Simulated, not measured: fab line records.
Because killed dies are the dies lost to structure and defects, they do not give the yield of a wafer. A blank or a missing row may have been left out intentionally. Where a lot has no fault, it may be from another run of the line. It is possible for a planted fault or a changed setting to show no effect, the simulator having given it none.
Which tool did it? -- flow gf180mcu -- 14 lots with 42 wafers sampled at 3 steps, on a route of 602 steps

WHAT EACH GAUGE READ, for each wafer
GF_CONTACT_CD_MEAS_14 targets a cd of 220 nm. Usual: 220.3 nm for cd_nm, sd 1.3.
lot,measured,on,cd_nm (nm),flag
L197,day 15 10:40,cd_sem-02,221.9 221.7 220.6,
L198,day 15 17:22,cd_sem-01,220.9 221.2 221.2,
L199,day 16 21:05,cd_sem-01,222.9 222.8 222.1,
L202,day 17 14:02,cd_sem-01,218.7 218.4 218.7,
L204,day 18 15:47,cd_sem-01,220.3 220.2 218.9,
L205,day 18 19:04,cd_sem-01,219.5 221.5 220.7,
L207,day 19 00:41,cd_sem-01,221.7 221.0 221.5,
L208,day 19 07:31,cd_sem-02,220.3 220.4 219.8,
L211,day 20 15:26,cd_sem-02,220.2 221.3 219.8,
L212,day 21 02:10,cd_sem-02,218.0 217.2 217.8,
L213,day 21 08:50,cd_sem-01,218.1 217.5 219.3,
L216,day 22 12:14,cd_sem-02,220.1 220.4 220.4,
L217,day 23 02:03,cd_sem-02,221.1 221.6 221.2,
L219,day 23 07:41,cd_sem-02,218.5 218.0 218.6,

WHICH TOOL RAN EACH LOT (tool, then ch and the chambers of the sampled wafers, then the start)
lot,GF_CONTACT_CVD_02,GF_CONTACT_PEB_12
L197,"pecvd-04 ch 0,1,2, day 14 12:13","litho_track-04 ch 0, day 15 10:19"
L198,"pecvd-04 ch 1,2, day 14 19:08","litho_track-04 ch 0, day 15 17:01"
L199,"pecvd-01 ch 0,1,2, day 15 20:57","litho_track-02 ch 0, day 16 20:44"
L202,"pecvd-04 ch 0,1,2, day 16 14:35","litho_track-04 ch 0, day 17 13:42"
L204,"pecvd-02 ch 0,1, day 17 14:29","litho_track-04 ch 0, day 18 15:27"
L205,"pecvd-01 ch 0,1,2, day 17 18:18","litho_track-04 ch 0, day 18 18:43"
L207,"pecvd-01 ch 0,1, day 18 00:14","litho_track-04 ch 0, day 19 00:21"
L208,"pecvd-04 ch 1,2, day 18 06:59","litho_track-03 ch 0, day 19 07:10"
L211,"pecvd-04 ch 0,1, day 19 16:49","litho_track-04 ch 0, day 20 15:06"
L212,"pecvd-01 ch 0,1,2, day 20 01:14","litho_track-04 ch 0, day 21 01:49"
L213,"pecvd-02 ch 0,1,2, day 20 07:32","litho_track-04 ch 0, day 21 08:31"
L216,"pecvd-04 ch 0,1, day 21 12:22","litho_track-03 ch 0, day 22 11:53"
L217,"pecvd-02 ch 1,2, day 22 01:47","litho_track-02 ch 0, day 23 01:42"
L219,"pecvd-04 ch 0,1,2, day 22 07:11","litho_track-03 ch 0, day 23 07:20"
- GF_CONTACT_CVD_02: deposits SiO2 from TEOS, target thk 860 nm, time 95.992 s.
- GF_CONTACT_PEB_12: peb time 90 s.

WHAT THE TOOLS THEMSELVES READ (means of the sampled wafers that have a number; where no wafer has one, the mark that the record gives instead)
GF_CONTACT_CVD_02. Usual: 677 W for heater_power_w, sd 110.
lot,tool,heater_power_w (W),flag
L197,pecvd-04,632,
L198,pecvd-04,718,
L199,pecvd-01,668,
L202,pecvd-04,599,
L204,pecvd-02,878,
L205,pecvd-01,668,
L207,pecvd-01,681,
L208,pecvd-04,702,
L211,pecvd-04,668,
L212,pecvd-01,697,
L213,pecvd-02,773,
L216,pecvd-04,567,
L217,pecvd-02,715,
L219,pecvd-04,614,

GF_CONTACT_PEB_12. Usual: 85.70 W for heater_power_total_W, sd 0.086.
lot,tool,heater_power_total_W (W),flag
L197,litho_track-04,85.74,
L198,litho_track-04,85.78,
L199,litho_track-02,85.70,
L202,litho_track-04,85.69,
L204,litho_track-04,85.74,
L205,litho_track-04,85.73,
L207,litho_track-04,85.66,
L208,litho_track-03,85.61,
L211,litho_track-04,85.78,
L212,litho_track-04,88.27,OFF
L213,litho_track-04,88.35,OFF
L216,litho_track-03,85.67,
L217,litho_track-02,85.62,
L219,litho_track-03,85.78,

THE ANSWER, worked out from the rows above alone
Rule: a lot counts as off when the mean over its wafers that have a number is more than 3 standard deviations away from the usual mean. Also off: a lot with no number at a reading for which 4 or more lots have one. Where the step has rows for the other lots, those lots are counted as sound. The gauges are gone through in route order, then the tools' own readings, and for those a lot's mean is taken as printed above. The first step at which some lot is off is used, and at that step the reading that is off furthest; a lot without a number counts as furthest.
Off: L212, L213 (GF_CONTACT_PEB_12, heater_power_total_W).
A tool fits if, at that step or a process step before it, it ran every lot that is off, and no sound lot after the first of them. One candidate fits, namely litho_track-04 at GF_CONTACT_PEB_12. Its last sound lot is L211 (day 20 15:06), its first lot that is off L212 (day 21 01:49): a fault that began between those two fits.
On the lots that are off, the tool's own readings at GF_CONTACT_PEB_12 differ by more than 5 times the standard deviation of the sound lots' means, which bears it out; heater_power_total_W reads 88.31 W there versus 85.71 W on the sound lots.

WHAT THE SIMULATOR HAD PUT IN
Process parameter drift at GF_CONTACT_PEB_12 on litho_track-04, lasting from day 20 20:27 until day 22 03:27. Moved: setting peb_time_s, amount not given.
Struck lots among those shown: L212, L213. The same result came from the rule above.
